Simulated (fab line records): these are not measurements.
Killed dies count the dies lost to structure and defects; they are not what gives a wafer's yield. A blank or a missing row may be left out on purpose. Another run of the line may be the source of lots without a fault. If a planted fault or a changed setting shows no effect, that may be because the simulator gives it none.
The tool behind it: which one? / flow sky130 / at 1 step of a route of 708, 7 lots with 21 wafers sampled

WHAT THE GAUGES SHOWED, per wafer
SKY_PWDE_TW_MEAS_10.
lot=L184; measured=day 4 02:32; on=film-metro-01; PWDE_TW=377.6 375.1 378.6
lot=L188; measured=day 5 02:40; on=film-metro-03; PWDE_TW=371.5 371.6 367.7
lot=L191; measured=day 5 16:48; on=film-metro-01; PWDE_TW=376.2 377.6 376.8
lot=L193; measured=day 6 03:16; on=film-metro-01; PWDE_TW=374.9 373.4 377.7
lot=L196; measured=day 7 03:16; on=film-metro-04; PWDE_TW=380.2 377.1 377.9
lot=L203; measured=day 8 12:10; on=film-metro-04; PWDE_TW=374.6 373.8 373.2
lot=L205; measured=day 9 02:44; on=film-metro-03; PWDE_TW=367.5 368.8 367.8

EACH LOT AND THE TOOL THAT RAN IT (in order: tool; ch and the chambers of the sampled wafers; start)
Record: no process step prior to these readings.

THE ANSWER, worked out from the rows above alone
Rule: the usual values come from the lots themselves. Put in order of their means at a reading, lots are off if they are a third of the lots or fewer, leave a main group of 4 or more, and stand apart from it by a gap of 3 or more times the standard deviation of the main group's means; of several such gaps the widest counts. If all means in a main group match to the digits the tables above print for the reading, that group is not used. A lot without any number at a reading at which 4 lots or more have one is off too. All remaining lots with rows at the step are treated as sound.
No lot is off at any reading shown: from this, nothing can be told.

WHAT THE SIMULATOR PUT IN
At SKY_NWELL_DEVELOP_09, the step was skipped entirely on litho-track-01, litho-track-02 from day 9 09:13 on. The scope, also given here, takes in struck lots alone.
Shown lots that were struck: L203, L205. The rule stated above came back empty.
